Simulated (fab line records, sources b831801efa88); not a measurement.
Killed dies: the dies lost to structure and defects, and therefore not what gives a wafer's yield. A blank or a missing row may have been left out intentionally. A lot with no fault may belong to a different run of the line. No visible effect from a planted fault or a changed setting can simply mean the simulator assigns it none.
2 desks looking at one fault || flow sky130 || only its own numbers are on each desk; what lay behind them is given at the end

FOR THE TOOL OWNER'S DESK: lithoTrack-03
The tool's own readings at SKY_METAL1_DEVELOP_14 (develop time 60 s): means of the sampled wafers that have a number, for each lot that ran on this tool. The brackets show how far a lot's mean lies from the usual mean; more than 4 standard deviations puts the lot out of limits, marked OUT.
Columns: A = developerTempC at SKY_METAL1_DEVELOP_14, usual 20.99 C
{"lot": "L762", "first seen here": "day 33 10:00", "A": 20.95}
{"lot": "L768", "first seen here": "day 35 13:00", "A": 20.92}
{"lot": "L773", "first seen here": "day 37 03:00", "A": "21.47 (+4.9) OUT"}
{"lot": "L774", "first seen here": "day 37 10:00", "A": "21.65 (+6.7) OUT"}
{"lot": "L777", "first seen here": "day 38 07:00", "A": "21.67 (+7.0) OUT"}
This desk finds L773, L774, L777 out of limits, L773 being first, at day 37 03:00 (developerTempC at SKY_METAL1_DEVELOP_14). L762, L768: within limits.

METROLOGY DESK
What the gauges read, lot by lot, whatever tool the lot ran on: means of the sampled wafers that have a number. The brackets show how far a lot's mean lies from the usual mean; more than 4 standard deviations puts the lot out of limits, marked OUT.
Columns: A = METAL1_ALCU_RS at SKY_METAL1_RS_MEAS_05, usual 0.1265 ohm/sq
{"lot": "L761", "first seen here": "day 31 20:23", "A": 0.1274}
{"lot": "L762", "first seen here": "day 32 07:19", "A": 0.1264}
{"lot": "L764", "first seen here": "day 33 01:52", "A": 0.1254}
{"lot": "L768", "first seen here": "day 34 12:11", "A": 0.1274}
{"lot": "L772", "first seen here": "day 35 17:55", "A": 0.1252}
{"lot": "L773", "first seen here": "day 36 01:12", "A": 0.1256}
{"lot": "L775", "first seen here": "day 36 06:32", "A": 0.1270}
{"lot": "L774", "first seen here": "day 36 08:35", "A": 0.1253}
{"lot": "L777", "first seen here": "day 37 05:32", "A": 0.1293}
{"lot": "L779", "first seen here": "day 37 20:50", "A": 0.1275}
{"lot": "L780", "first seen here": "day 38 02:25", "A": 0.1273}
{"lot": "L781", "first seen here": "day 38 11:10", "A": 0.1268}
{"lot": "L783", "first seen here": "day 39 00:08", "A": 0.1249}
This desk's verdict: no lot among the 13 shows anything out of limits.

PUT TOGETHER
The tool owner's desk could have raised an alarm at day 37 03:00, on L773, L774, L777.
The metrology desk saw nothing out of limits.
The metrology desk has L773, L774, L777 on record, within its limits.
On lithoTrack-03, each named lot ran SKY_METAL1_DEVELOP_14.

WHAT THE SIMULATOR HAD INSERTED
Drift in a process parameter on lithoTrack-03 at SKY_METAL1_DEVELOP_14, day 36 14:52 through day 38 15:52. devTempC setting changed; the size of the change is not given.
Struck lots among those shown: L773, L774, L777.
Hours from the fault's start to each desk's first reading out of limits: the tool owner's desk, 12.
